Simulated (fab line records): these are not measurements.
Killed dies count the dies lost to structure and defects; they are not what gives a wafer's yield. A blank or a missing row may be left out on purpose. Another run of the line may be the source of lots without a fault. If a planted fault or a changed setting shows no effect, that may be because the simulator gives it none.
fab line records	flow sky130
[record] lots = 5	wafers = 15	lastDay = 50
route steps=708 shown FIELD_ISO@6 NWELL@32 DNWELL@35 PWDE@45 PAD_OPEN@708
lots that met no fault: taken from a fault-free run of the same line
startH: hours from the record's first day to the start of the lot's first wafer shown	waitH: hours elapsed since this lot's preceding step	" as in the row above	L1.1+2: several wafers, shown together as one row	- either no value or no given start	* or withheld: withheld	< > ~ a bound
route shown NAME@n: NAME is a module with steps in the file, n the number in the route of the first one	usual: average and standard deviation across the fault-free wafers	same: alike in all rows	chamber/n: place in a boat	sites: per-site readings	_std_site: the values' standard deviation	_edge_site: inner sites' mean taken away from outer sites' mean	radiusMm: how far each site lies from the wafer's centre	mask NAME#n: copy n	behind: tool/chamber where the wafer was last shaped	hold: the reason the lot was held/the length of the hold in hours/how it ended	device: which transistor (n, p or np) failed to switch	end of line: the same wafers' tests at the end of the route	a step without rows: its recipe alone	killed: not the wafer's yield, but the dies lost to structure and defects at the first sort	map: a wafer's dies, x killed, . not, _ none there
set.NAME: the setting that was run; set.NAME@STEP: the one run at that earlier step	model.NAME: the simulator's own value behind a step, which no gauge read
lots at selected steps of the route; one table per step, one row per wafer
services: the hour from which a tool's chamber was out of use, counted from the record's first day as startH (under 0 if before that day), plus the number of hours and why
[[steps]]
[step SKY_FIELD_ISO_DEHYDRATE_05]
[recipe] tempC = 200	timeS = 60
[step SKY_FIELD_ISO_HMDS_06]
[recipe] primeTimeS = 60	primeTempC = 120
[step SKY_FIELD_ISO_COAT_07]
[recipe] resist = BARC	tempC = withheld	timeS = withheld	spinRpm = 3000	resistThkNm = 60
[step SKY_FIELD_ISO_COAT_08]
[recipe] resist = KrF-thick	spinRpm = 3000	resistThkNm = 450
[step SKY_FIELD_ISO_SOFTBAKE_09]
[recipe] tempC = 100	timeS = 90	resist = KrF-thick
[step SKY_FIELD_ISO_EXPOSE_10]
[recipe] maskId = FOM	na = 0.68	sourceShape = annular	sigmaInner = 0.4	sigmaOuter = 0.8	targetCdNm = 150	doseMj = 28
[step SKY_FIELD_ISO_PEB_11]
[recipe] pebTempC = withheld	pebTimeS = withheld	resist = KrF-thick
[step SKY_FIELD_ISO_DEVELOP_12]
[recipe] developTimeS = 60	resist = KrF-thick	devTempC = 21
[step SKY_FIELD_ISO_CD_MEAS_13]
[recipe] targetCdNm = 150
[usual] cdNm = 149.8/1.6
lot.wafer	tool	chamber	startH	waitH	cdNm
L554.1	cdSem-02	-	65.23	-	150.4
L554.2	"	-	"	"	151.8
L554.5	"	-	"	"	149.1
L562.1	cdSem-02	-	101.55	-	149.5
L562.5	"	-	"	"	149.2
L562.6	"	-	"	"	150.8
L563.2	cdSem-02	-	110.49	-	147.1
L563.3	"	-	"	"	146.1
L563.6	"	-	"	"	145.8
L565.1	cdSem-02	-	118.00	-	149.6
L565.3	"	-	"	"	149.3
L565.4	"	-	"	"	150.3
L568.1	cdSem-01	-	136.57	-	149.9
L568.5	"	-	"	"	150.4
L568.6	"	-	"	"	150.4
[step SKY_FIELD_ISO_ETCH_14]
[recipe] chemistry = N2/H2	target = BARC	ionEnergyEv = 200	sourceW = 500	biasW = 100	pressureMtorr = 30	n2FlowSccm = 100	h2FlowSccm = 200	stopOn = SiO2	timeS = 45.9	targetDepthA = 600
[usual] drypumpMotorCurrentA = 5.6/0.52	oesProductAu = 0.855/0.0045	throttleValvePct = 13.224/0.008
lot.wafer	tool	chamber	startH	waitH	drypumpMotorCurrentA	oesProductAu	rfHoursCounterH	throttleValvePct
L554.1	rieDiel-01	1	65.35	0.1	6.5	0.852	90	13.220
L554.2	"	3	"	"	5.7	0.854	3	13.229
L554.5	"	0	"	"	5.0	0.852	-	13.230
L562.1	rieDiel-04	2	101.67	0.1	5.5	0.859	37	13.240
L562.5	"	3	"	"	4.8	0.853	-	13.219
L562.6	"	0	"	"	6.3	0.864	-	13.223
L563.2	rieDiel-01	0	110.59	0.1	5.0	0.846	1	13.206
L563.3	"	2	"	"	5.9	0.857	126	13.215
L563.6	"	2	"	"	5.9	0.848	-	13.229
L565.1	rieDiel-02	2	118.12	0.1	5.8	0.858	95	13.217
L565.3	"	0	"	"	5.2	0.851	95	13.229
L565.4	"	3	"	"	5.6	0.860	1	13.220
L568.1	rieDiel-04	0	136.69	0.1	6.3	0.845	5	13.237
L568.5	"	2	"	"	5.5	0.855	-	13.221
L568.6	"	3	"	"	4.8	0.853	-	13.226
[step SKY_FIELD_ISO_ETCH_15]
[recipe] chemistry = CHF3/O2	targetDepthNm = 180	stopOn = Si	sourceW = 580.2	biasW = 200	pressureMtorr = 40	chf3FlowSccm = 50	O2_flow_sccm = 5	timeS = 72
[usual] drypumpMotorCurrentA = 5.6/0.52	oesProductAu = 0.944/0.0065	throttleValvePct = 8.844/0.0089
lot.wafer	tool	chamber	startH	waitH	drypumpMotorCurrentA	oesProductAu	rfHoursCounterH	throttleValvePct
L554.1	rieDiel-01	1	65.39	0.0	6.5	0.939	90	8.832
L554.2	"	3	"	"	5.7	0.942	3	8.824
L554.5	"	0	"	"	5.0	0.936	-	8.850
L562.1	rieDiel-04	2	101.71	0.0	5.4	0.943	37	8.848
L562.5	"	3	"	"	4.8	0.940	-	8.839
L562.6	"	0	"	"	6.3	0.953	-	8.850
L563.2	rieDiel-01	0	110.64	0.0	5.0	0.945	1	8.852
L563.3	"	2	"	"	5.9	0.963	126	8.859
L563.6	"	2	"	"	5.9	0.964	-	8.854
L565.1	rieDiel-02	2	118.16	0.0	5.8	0.942	95	8.854
L565.3	"	0	"	"	5.2	0.945	95	8.852
L565.4	"	3	"	"	5.6	0.952	1	8.840
L568.1	rieDiel-04	0	136.74	0.0	6.3	0.941	5	8.850
L568.5	"	2	"	"	5.5	0.952	-	8.858
L568.6	"	3	"	"	4.8	0.957	-	8.839
[step SKY_FIELD_ISO_STRIP_16]
[recipe] chemistry = O2/N2	powerW = 1400	pressureMtorr = 1500	platenTempC = withheld	o2FlowSccm = 3000	n2FlowSccm = 300	overashFraction = 0.5
[usual] drypumpMotorCurrentA = 5.8/0.44	oesProductAu = 0.378/0.0045	stripTimeToEndpointS = 3.569/0.028
lot.wafer	tool	chamber	startH	waitH	drypumpMotorCurrentA	oesProductAu	rfHoursCounterH	stripTimeToEndpointS
L554.1	plasmaAsher-01	1	65.44	0.0	5.3	0.385	27	3.561
L554.2	"	0	"	"	6.5	0.377	27	3.575
L554.5	"	1	"	"	5.3	0.368	-	3.591
L562.1	plasmaAsher-01	1	101.76	0.0	5.3	0.380	30	3.574
L562.5	"	1	"	"	5.3	0.381	-	3.559
L562.6	"	0	"	"	6.6	0.382	-	3.566
L563.2	plasmaAsher-04	1	110.69	0.0	5.6	0.375	42	3.547
L563.3	"	1	"	"	5.7	0.378	-	3.543
L563.6	"	1	"	"	5.7	0.381	-	3.515
L565.1	plasmaAsher-02	1	118.21	0.0	5.8	0.384	39	3.608
L565.3	"	0	"	"	6.0	0.384	-	3.586
L565.4	"	1	"	"	5.9	0.381	-	3.609
L568.1	plasmaAsher-04	1	136.79	0.0	5.6	0.380	45	3.527
L568.5	"	0	"	"	5.4	0.377	-	3.556
L568.6	"	1	"	"	5.6	0.378	-	3.530
[step SKY_FIELD_ISO_ETCH_17]
[recipe] targetDepthA = 3420	maskMaterial = Si3N4	chemistry = HBr/Cl2/O2	target = Si	taperDeg = 5	icpW = 600	biasW = 150	pressureMtorr = 15	HBr_flow_sccm = 150	Cl2_flow_sccm = 40	O2_flow_sccm = 6	timeS = 97.7
[usual] drypumpMotorCurrentA = 5.9/0.54	oesProductAu = 1.003/0.0086	throttleValvePct = 25.654/0.011
lot.wafer	tool	chamber	startH	waitH	drypumpMotorCurrentA	oesProductAu	rfHoursCounterH	throttleValvePct
L554.1	rieSi-01	2	65.54	0.1	5.3	0.995	132	25.646
L554.2	"	0	"	"	5.5	0.994	1	25.673
L554.5	"	1	"	"	6.2	0.989	-	25.675
L562.1	rieSi-01	3	101.86	0.1	6.6	0.993	105	25.645
L562.5	"	0	"	"	5.5	0.997	-	25.674
L562.6	"	1	"	"	6.3	0.996	-	25.676
L563.2	rieSi-02	0	110.79	0.1	6.0	1.003	3	25.656
L563.3	"	3	"	"	6.6	1.011	4	25.643
L563.6	"	3	"	"	6.6	1.016	-	25.643
L565.1	rieSi-02	2	118.31	0.1	5.2	1.004	5	25.661
L565.3	"	3	"	"	6.6	1.010	4	25.646
L565.4	"	0	"	"	6.0	1.003	3	25.663
L568.1	rieSi-02	3	136.89	0.1	6.6	1.017	4	25.647
L568.5	"	1	"	"	5.6	1.011	-	25.668
L568.6	"	3	"	"	6.6	1.005	-	25.658
[step SKY_FIELD_ISO_WET_ETCH_18]
[recipe] chemistry = H3PO4	targetDepthNm = 25	tempC = 160	target = Si3N4	timeS = 286
[step SKY_FIELD_ISO_CLEAN_19]
[recipe] chemistry = SC1/SC2	mix = 1:4:20	tempC = 70	timeS = 150
[step SKY_FIELD_ISO_CLEAN_20]
[recipe] chemistry = dHF	timeS = 20	dilution = 100:1
[step SKY_FIELD_ISO_WET_ETCH_21]
[recipe] chemistry = dHF	dilution = 100:1	targetDepthNm = 20	dry = ipaMarangoni	target = SiO2	tempC = 25	timeS = 400
[step SKY_FIELD_ISO_OXIDATION_22]
[recipe] tempC = 957.2	ambient = O2	stabiliseS = 600	purgeS = 300	targetThkA = 100	oxTimeS = 623
[step SKY_FIELD_ISO_THK_MEAS_23]
[recipe] reads = SiO2_of_FIELD_ISO_OXIDATION_22
[usual] FIELD_ISO_OXIDATION_01_THK = 11.10/0.21
lot.wafer	tool	chamber	startH	waitH	FIELD_ISO_OXIDATION_01_THK[nm]
L554.1	filmMetro-02	-	67.11	0.0	11.12
L554.2	"	-	"	"	10.98
L554.5	"	-	"	"	11.08
L562.1	filmMetro-04	-	104.34	0.0	11.19
L562.5	"	-	"	"	10.96
L562.6	"	-	"	"	11.01
L563.2	filmMetro-02	-	116.01	0.0	11.20
L563.3	"	-	"	"	11.21
L563.6	"	-	"	"	11.24
L565.1	filmMetro-01	-	120.09	0.0	10.99
L565.3	"	-	"	"	11.04
L565.4	"	-	"	"	11.15
L568.1	filmMetro-02	-	140.17	0.0	10.86
L568.5	"	-	"	"	10.85
L568.6	"	-	"	"	10.87
[step SKY_FIELD_ISO_CVD_24]
[recipe] material = SiO2	targetThkNm = 595	tempC = 650	sigmaOpenFrac = 0.3	timeS = 99.2	sih4FlowSccm = 60	pressureMtorr = 6
[step SKY_FIELD_ISO_THK_MEAS_25]
[recipe] reads = SiO2_of_FIELD_ISO_CVD_24
[usual] FIELD_ISO_CVD_24_THK = 594/5.5
lot.wafer	tool	chamber	startH	waitH	FIELD_ISO_CVD_24_THK[nm]
L554.1	filmMetro-01	-	67.24	0.0	597
L554.2	"	-	"	"	596
L554.5	"	-	"	"	599
L562.1	filmMetro-02	-	104.47	0.0	599
L562.5	"	-	"	"	594
L562.6	"	-	"	"	602
L563.2	filmMetro-02	-	116.14	0.0	590
L563.3	"	-	"	"	597
L563.6	"	-	"	"	594
L565.1	filmMetro-02	-	120.22	0.0	591
L565.3	"	-	"	"	593
L565.4	"	-	"	"	594
L568.1	filmMetro-04	-	140.34	0.1	586
L568.5	"	-	"	"	591
L568.6	"	-	"	"	589
[step SKY_FIELD_ISO_ANNEAL_26]
[recipe] tempC = 1000	timeS = 1800	ambient = N2
[step SKY_FIELD_ISO_CMP_27]
[recipe] stopOn = Si3N4	tOverpolishS = 16	downForcePsi = 4	platenRpm = 60	targetThkNm = 457.8	padVelocityMS = 0.94248
[usual] motorCurrentA = 12.4/1.3	overpolishRunS = 16.000/0.0095	retainingRingPressureFrac = 1.001/0.0051	timeToEndpointS = 110/4.2
lot.wafer	tool	chamber	startH	waitH	motorCurrentA	overpolishRunS	retainingRingPressureFrac	timeToEndpointS
L554.1	cmp-02	1	68.90	0.1	12.9	15.996	0.999	113
L554.2	"	2	"	"	11.1	16.008	1.005	115
L554.5	"	0	"	"	11.9	16.008	1.005	115
L562.1	cmp-02	1	107.63	0.1	13.0	15.999	0.999	111
L562.5	"	2	"	"	11.9	16.018	1.000	108
L562.6	"	3	"	"	14.4	15.988	1.013	109
L563.3	cmp-01	3	118.97	0.0	11.8	16.011	1.001	111
L563.2	"	1	"	"	12.8	15.997	1.007	110
L563.6	"	3	"	"	12.0	16.012	0.995	108
L565.3	cmp-01	0	122.77	0.0	12.9	16.004	1.005	112
L565.4	"	2	"	"	10.6	16.009	1.010	109
L565.1	"	3	"	"	12.4	16.006	1.004	107
L568.1	cmp-01	3	142.56	0.1	11.8	15.988	0.996	105
L568.5	"	2	"	"	10.8	16.009	1.007	108
L568.6	"	3	"	"	12.6	16.011	1.002	109
[step SKY_FIELD_ISO_WET_ETCH_28]
[recipe] chemistry = dHF	targetDepthNm = 23.7	target = SiO2	dilution = 10:1	tempC = 25	timeS = 47
[step SKY_FIELD_ISO_WET_ETCH_29]
[recipe] chemistry = H3PO4	targetDepthNm = 160	target = Si3N4	tempC = 160	timeS = 1825
[step SKY_FIELD_ISO_WET_ETCH_30]
[recipe] chemistry = dHF	targetDepthNm = 25	target = SiO2	dilution = 10:1	tempC = 25	timeS = 50
[step SKY_NWELL_CLEAN_00]
[recipe] chemistry = SC1/SC2	mix = 1:4:20	tempC = 70	timeS = 150	dry = n2Spin
[step SKY_NWELL_OXIDATION_01]
[recipe] tempC = 900	ambient = O2	stabiliseS = 600	purgeS = 300	targetThkA = 100	oxTimeS = 1418
[step SKY_NWELL_THK_MEAS_02]
[recipe] reads = SiO2_of_NWELL_OXIDATION_01
[usual] NWELL_OXIDATION_THK = 9.98/0.19
lot.wafer	tool	chamber	startH	waitH	NWELL_OXIDATION_THK[nm]
L554.1	filmMetro-03	-	72.06	0.0	9.86
L554.2	"	-	"	"	9.58
L554.5	"	-	"	"	9.56
L562.1	filmMetro-03	-	113.33	0.0	9.90
L562.5	"	-	"	"	10.11
L562.6	"	-	"	"	9.98
L563.2	filmMetro-04	-	121.28	0.0	10.04
L563.3	"	-	"	"	9.98
L563.6	"	-	"	"	9.93
L565.1	filmMetro-04	-	125.82	0.0	10.03
L565.3	"	-	"	"	10.16
L565.4	"	-	"	"	10.07
L568.1	filmMetro-03	-	144.81	0.0	9.90
L568.5	"	-	"	"	9.83
L568.6	"	-	"	"	9.85
[step SKY_DNWELL_DEHYDRATE_00]
[recipe] tempC = 200	timeS = 60
[step SKY_DNWELL_HMDS_01]
[recipe] primeTimeS = 60	primeTempC = 120
[step SKY_DNWELL_COAT_02]
[recipe] spinRpm = 2000	resistThkNm = 3000
[step SKY_DNWELL_SOFTBAKE_03]
[recipe] tempC = 110	timeS = withheld
[step SKY_DNWELL_EXPOSE_04]
[recipe] maskId = DNM	na = 0.57	targetCdNm = 3000	doseMj = 222
[step SKY_DNWELL_PEB_05]
[recipe] tempC = 115	timeS = withheld
[step SKY_DNWELL_DEVELOP_06]
[recipe] wallAngleDeg = 90	developer = TMAH	developTimeS = 60	devTempC = 23
[step SKY_DNWELL_IMPLANT_07]
[recipe] species = P	energyKev = withheld	doseCm2 = withheld	tiltDeg = withheld
[step SKY_DNWELL_STRIP_08]
[recipe] chemistry = O2/N2	powerW = 1400	pressureMtorr = 1500	platenTempC = withheld	o2FlowSccm = 3000	n2FlowSccm = 300	overashFraction = 0.5
[usual] drypumpMotorCurrentA = 5.6/0.4	oesProductAu = 0.722/0.0046	stripTimeToEndpointS = 36.97/0.11
lot.wafer	tool	chamber	startH	waitH	drypumpMotorCurrentA	oesProductAu	rfHoursCounterH	stripTimeToEndpointS
L554.1	plasmaAsher-04	0	89.37	0.1	5.4	0.716	39	37.07
L554.2	"	1	"	"	5.7	0.724	39	37.11
L554.5	"	1	"	"	5.7	0.716	-	37.03
L562.1	plasmaAsher-04	0	131.82	0.1	5.4	0.724	44	36.93
L562.5	"	0	"	"	5.4	0.728	-	36.92
L562.6	"	1	"	"	5.6	0.721	-	36.88
L563.2	plasmaAsher-01	1	140.76	0.1	5.3	0.718	35	37.13
L563.3	"	0	"	"	6.6	0.723	-	37.07
L563.6	"	0	"	"	6.6	0.721	-	36.94
L565.1	plasmaAsher-03	1	145.77	0.1	5.4	0.727	3	36.75
L565.3	"	1	"	"	5.4	0.725	-	36.79
L565.4	"	0	"	"	5.2	0.720	-	36.85
L568.1	plasmaAsher-01	1	164.02	0.1	5.3	0.719	37	36.84
L568.5	"	0	"	"	6.6	0.719	-	36.76
L568.6	"	1	"	"	5.3	0.732	-	36.85
[step SKY_DNWELL_TW_MEAS_09]
[usual] DNWELL_TW = 1105/6.9
lot.wafer	tool	chamber	startH	waitH	DNWELL_TW
L554.1	filmMetro-03	-	89.47	0.1	1111
L554.2	"	-	"	"	1108
L554.5	"	-	"	"	1110
L562.1	filmMetro-03	-	131.92	0.1	1109
L562.5	"	-	"	"	1099
L562.6	"	-	"	"	1108
L563.2	filmMetro-01	-	140.87	0.1	1095
L563.3	"	-	"	"	1098
L563.6	"	-	"	"	1095
L565.1	filmMetro-03	-	145.87	0.1	1107
L565.3	"	-	"	"	1105
L565.4	"	-	"	"	1112
L568.1	filmMetro-03	-	164.12	0.1	1103
L568.5	"	-	"	"	1100
L568.6	"	-	"	"	1095
[step SKY_PWDE_DEHYDRATE_00]
[recipe] tempC = 200	timeS = 60
[step SKY_PWDE_HMDS_01]
[recipe] primeTimeS = 60	primeTempC = 120
[step SKY_PWDE_COAT_02]
[recipe] spinRpm = 2000	resistThkNm = 3000
[step SKY_PAD_OPEN_PROBE_99]
[usual] killed_at_M0_to_M3 = 44/7.9	killed_at_M4_up = 3.1/1.9	killedAtContacts = 24/4.6	killedAtFrontEnd = 16/4.9	killedAtOther = 0.3/0.6	killedDies = 87/9.7	killedOpen = 48/7.2	killedShort = 39/5.6
[same] grossDies = 492	killedAtBackSide = 0
lot.wafer	tool	chamber	startH	waitH	hold	killed_at_M0_to_M3	killed_at_M4_up	killedAtContacts	killedAtFrontEnd	killedAtOther	killedDies	killedOpen	killedShort
L554.1	prober-02	-	1110.38	0.1	-	33	1	25	16	0	75	39	35
L554.2	prober-02	-	1110.43	0.1	-	46	2	25	17	0	90	49	41
L554.5	prober-02	-	1110.58	0.2	-	54	3	29	9	0	95	52	43
L563.2	prober-01	-	1186.29	0.1	-	37	4	22	14	0	77	37	40
L563.3	prober-01	-	1186.34	0.2	-	53	6	22	17	0	98	52	46
L563.6	prober-01	-	1186.49	0.2	-	58	4	23	19	0	104	64	40
L562.1	prober-02	-	1187.38	0.1	awaitDispo/2.9h/release	37	1	21	20	0	79	34	44
L562.5	prober-02	-	1187.58	0.2	awaitDispo/2.9h/release	38	3	14	70	0	125	45	34
L562.6	prober-02	-	1187.63	0.2	awaitDispo/2.9h/release	37	2	26	29	0	94	48	44
L568.1	prober-01	-	1189.50	0.1	-	49	1	25	8	0	83	44	38
L568.5	prober-01	-	1189.70	0.2	-	42	3	16	5	0	66	39	27
L568.6	prober-01	-	1189.75	0.2	-	43	2	23	9	0	77	41	35
L565.1	prober-02	-	1190.73	0.1	-	40	3	22	13	0	78	40	38
L565.3	prober-02	-	1190.83	0.2	-	38	7	23	18	0	86	46	39
L565.4	prober-02	-	1190.88	0.2	-	44	4	28	13	1	90	56	33
// killed by level:class
L554.1 CONTACT:geometricParticle:open=9 FIELD_ISO:geometricParticle:short=6 LI_CONTACT:geometricParticle:open=6 METAL1:geometricParticle:short=6 VIA3:geometricParticle:open=6 POLY_GATE:geometricParticle:open=4 METAL2:geometricParticle:short=4 VIA1:geometricParticle:open=4
L554.2 VIA3:geometricParticle:open=11 CONTACT:geometricParticle:open=10 VIA1:geometricParticle:open=10 METAL2:geometricParticle:short=6 LI_CONTACT:geometricParticle:open=5 POLY_GATE:geometricParticle:short=4 LI_CONTACT:geometricParticle:short=4 VIA1:geometricParticle:short=4
L554.5 VIA1:geometricParticle:open=13 CONTACT:geometricParticle:open=12 LI_CONTACT:geometricParticle:open=7 METAL1:geometricParticle:short=7 METAL2:geometricParticle:short=6 VIA2:geometricParticle:open=6 POLY_GATE:geometricParticle:short=4 METAL1:geometricParticle:open=4
L563.2 METAL1:geometricParticle:short=8 CONTACT:geometricParticle:open=7 VIA2:geometricParticle:open=7 VIA1:geometricParticle:open=6 POLY_GATE:geometricParticle:short=5 LI_CONTACT:geometricParticle:open=5 FIELD_ISO:geometricParticle:open=4 CONTACT:geometricParticle:short=4
L563.3 VIA1:geometricParticle:open=13 LOCAL_INTERCONNECT:geometricParticle:short=8 LI_CONTACT:geometricParticle:open=7 FIELD_ISO:geometricParticle:open=6 METAL2:geometricParticle:short=6 VIA3:geometricParticle:short=6 VIA2:geometricParticle:short=5 VIA3:geometricParticle:open=5
L563.6 VIA3:geometricParticle:open=12 CONTACT:geometricParticle:open=11 VIA1:geometricParticle:open=11 FIELD_ISO:geometricParticle:open=7 METAL2:geometricParticle:short=7 VIA2:geometricParticle:open=6 LI_CONTACT:geometricParticle:open=6 VIA3:geometricParticle:short=5
L562.1 CONTACT:geometricParticle:open=11 FIELD_ISO:geometricParticle:short=7 VIA1:geometricParticle:open=7 VIA1:geometricParticle:short=5 METAL2:geometricParticle:short=5 POLY_GATE:geometricParticle:short=4 LOCAL_INTERCONNECT:geometricParticle:short=4 VIA2:geometricParticle:short=4
L562.5 FIELD_ISO:unspecified=46 VIA1:geometricParticle:open=8 FIELD_ISO:geometricParticle:open=7 METAL2:geometricParticle:short=7 LI_CONTACT:geometricParticle:open=5 POLY_GATE:geometricParticle:open=4 CONTACT:geometricParticle:open=4 METAL1:geometricParticle:short=4
L562.6 CONTACT:geometricParticle:open=8 FIELD_ISO:geometricParticle:open=7 LI_CONTACT:geometricParticle:open=7 FIELD_ISO:geometricParticle:short=6 POLY_GATE:geometricParticle:short=6 VIA1:geometricParticle:open=6 VIA3:geometricParticle:open=5 VIA2:geometricParticle:open=5
L568.1 VIA1:geometricParticle:open=17 VIA1:geometricParticle:short=11 CONTACT:geometricParticle:open=9 VIA2:geometricParticle:open=7 LI_CONTACT:geometricParticle:open=5 CONTACT:geometricParticle:short=5 LI_CONTACT:geometricParticle:short=4 FIELD_ISO:geometricParticle:short=3
L568.5 VIA1:geometricParticle:open=11 VIA2:geometricParticle:open=10 VIA1:geometricParticle:short=5 LI_CONTACT:geometricParticle:short=4 LI_CONTACT:geometricParticle:open=4 METAL1:geometricParticle:short=4 VIA3:geometricParticle:open=4 CONTACT:geometricParticle:open=3
L568.6 VIA1:geometricParticle:open=12 VIA2:geometricParticle:open=10 LOCAL_INTERCONNECT:geometricParticle:short=6 LI_CONTACT:geometricParticle:open=5 CONTACT:geometricParticle:short=5 VIA2:geometricParticle:short=5 LI_CONTACT:geometricParticle:short=4 VIA1:geometricParticle:short=4
L565.1 VIA1:geometricParticle:open=9 POLY_GATE:geometricParticle:short=7 CONTACT:geometricParticle:open=7 LI_CONTACT:geometricParticle:open=6 VIA1:geometricParticle:short=6 VIA2:geometricParticle:open=6 CONTACT:geometricParticle:short=4 METAL1:geometricParticle:short=4
L565.3 VIA1:geometricParticle:open=12 VIA3:geometricParticle:open=7 POLY_GATE:geometricParticle:open=6 LI_CONTACT:geometricParticle:open=6 CONTACT:geometricParticle:short=6 METAL4:geometricParticle:short=4 POLY_GATE:geometricParticle:short=4 LOCAL_INTERCONNECT:geometricParticle:short=4
L565.4 CONTACT:geometricParticle:open=12 LI_CONTACT:geometricParticle:open=10 VIA1:geometricParticle:open=10 METAL1:geometricParticle:short=6 VIA3:geometricParticle:open=5 POLY_GATE:geometricParticle:open=4 METAL2:geometricParticle:short=4 METAL1:geometricParticle:open=4
// map L562.5 (x killed, . not)
__________..x......._________
________..........x..._______
______....x..........xx._____
_____.xx.....x.xx......xx____
____...xxx...xx.x.x..xxxxx___
___......x........x...xxxxx__
__.............x...xxxxxxxxx_
_....x...x...........xxxxxxxx
_...................x.xxxxxxx
_..x..x.....x..x.....xxxxxxxx
_.............xx....x..xxxx.x
_....x.............x.....x...
_...x...xx...................
_.xx.x.........x......x.xx...
_x.....x.....x.x..x..........
__.x..xx.x......x.xx......xx_
___x.........x.......x.xxx.__
____..x..........x...x....___
_____...x.........x......____
______....x...xx.x......_____
________.x.....x......_______
__________.x.x......_________
// map L554.5 (x killed, . not)
__________......x..._________
________x....x....x.x._______
______.x..x..x...x......_____
_____..x............xx...____
____...x.....x.x..........___
___..xx.x...x..........x...__
__......x..........x.xx..x.._
_....x..x....xx.......x......
_..x.x......x.x.....x.x......
_.x.....x...........xxx......
_...........x.....x....x..x..
_.....x...............x......
_......xxxx.......x.....x...x
_............................
_........x...x......x.x...x..
__.xxx.x........xx.x...x..x._
___........x...x...x....x..__
____xx..................xx___
_____..x.x.x.....x.x.....____
______..xx.x.xx........x_____
________.x.x......xx.x_______
__________...x.x.x.._________
[[services]]
tool	chamber	startH	hours	kind
cmp-02	-	43.88	5.0	pm
rieDiel-02	3	55.13	3.7	repair
rieDiel-02	3	58.83	-	clean
rieDiel-02	3	58.83	18.8	scheduledDown
rieDiel-02	3	58.83	18.8	ventCycle
cmp-02	-	64.00	4.0	pm
cmp-02	-	68.00	-	consumableReplace:conditioner
cmp-02	-	68.00	-	consumableReplace:pad
plasmaAsher-01	-	73.08	8.0	repair
rieDiel-02	3	83.18	10.4	repair
plasmaAsher-02	-	90.10	26.6	pm
rieDiel-01	0	92.13	3.9	repair
rieDiel-02	0	94.45	8.1	repair
rieSi-01	3	98.47	3.0	repair
cmp-01	-	102.10	7.1	pm
plasmaAsher-03	-	108.75	9.0	pm
plasmaAsher-03	0	108.75	9.0	ventCycle
rieSi-01	-	117.34	0.4	repair
rieSi-02	0	122.49	15.0	repair
rieSi-01	3	136.62	6.8	repair
plasmaAsher-02	-	149.74	3.7	repair
rieDiel-01	1	149.74	48.5	repair
cmp-02	-	155.60	0.8	repair
cmp-02	-	161.82	6.9	pm
[[key]]
[firstSign] step = SKY_PAD_OPEN_PROBE_99	reading = killedAtFrontEnd	direction = up	sigmas = 11	usual = 16	struck = 70
[effect] step = SKY_PAD_OPEN_PROBE_99	reading = killedDies	direction = up	sigmas = 3.9	usual = 87	struck = 125
metAt SKY_FIELD_ISO_ETCH_17
struckWafers L562.5
testerLeftOut L562
onsetBetween 65.54 101.86
[fault] kind = chamberParticleSource	tool = rieSi-01	chamber = 0	onsetH = 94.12	steps = SKY_FIELD_ISO_ETCH_17	ratePerVisitCm2 = 1.6039	endH = 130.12
// testerLeftOut: of these lots the tester's yield and bins aren't shown, on N5 and GAA mostly nor the transistor test; their killed dies are dies lost to structure and defects alone, not to doping, threshold or leakage, so they don't give the yield
